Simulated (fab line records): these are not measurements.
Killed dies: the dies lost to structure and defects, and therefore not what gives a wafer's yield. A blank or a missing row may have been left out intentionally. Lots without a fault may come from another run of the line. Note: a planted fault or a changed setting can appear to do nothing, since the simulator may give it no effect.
Code-filled problem report in 8D (eight disciplines) form ; flow gf180mcu ; the parts of the form that need people (team, actions taken, sign-off) are left out

## 1. WHAT WENT WRONG
developer_temp_C at GF_M1_DEVELOP_13 reads a mean of 21.82 C on 9 wafers of 3 lots; wafers without a fault read 20.99 C with a standard deviation of 0.11. Measured from the usual mean, that is +7.5 standard deviations.
The step: develop time 60 s.
Seen first at day 22 05:54 on litho_track-03, wafer L852.1. At this step, 39 wafers from 13 lots have a number in the record. Rule for "out", or "out of limits": more than 4 standard deviations from the usual mean. Any other wafer with a number is counted as sound.

## 2. WHAT IT IS, WHAT IT ISN'T
question;is;is not
which readings at this step;developer_temp_C;-
which lots;L852, L855, L857;L838, L841, L842, L845, L846, L847, L849, L859, L860, L861
which wafers of those lots;all that have a number;-
read on which tools;litho_track-03;litho_track-02, litho_track-04
when;from day 22 05:54;"up to then (21 sound wafers); but 9 sound wafers of L859, L860, L861 came after"

## 3. SUSPECTS, AND WHAT RULES EACH OUT
Counting: a tool at a process step up to the reading stays a suspect if it ran every lot that is out and no sound lot after the first of them.
- litho_track-03 at GF_M1_DEVELOP_13 (develop time 60 s): kept. Every lot that is out went through it, starting with L852 (day 22 05:54), and after that it ran no sound lot; the last sound lot it ran before then is L849 (day 21 11:18). Its own readings are out on those wafers: developer_temp_C.
Remaining after the count: litho_track-03 at GF_M1_DEVELOP_13.

## 4. THE CAUSE (what the simulator had put in)
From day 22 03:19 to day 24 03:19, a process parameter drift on litho_track-03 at GF_M1_DEVELOP_13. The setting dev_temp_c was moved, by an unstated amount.
After counting, this tool was the only one left.

## 5. THE CHAIN OF EFFECTS, in route order
One row per reading whose mean, taken over the struck wafers that have a number, lies over 3 standard deviations from the usual. Readings are gone through only where the record gives a usual standard deviation; hours: the median, over the lots, of the time from a lot's start at the first step in this table giving one to that lot's start at this step; sigmas: the change measured in usual standard deviations.
hours;step;reading;usual;on struck wafers;change;sigmas
0;GF_M1_DEVELOP_13;developer_temp_C;20.99 C;21.82;+0.83;+7.5
Its process steps:
- GF_M1_DEVELOP_13: develop time 60 s.
Later steps that measure or inspect, where all struck wafers having a row at the step show a number for every such reading and not one has moved that far: GF_V1_BOW_MEAS_05.

## 6. WHAT WOULD HAVE CAUGHT IT SOONER
The fault began at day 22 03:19; the first out-of-limits reading in this record came at day 22 05:54, 3 hours later.
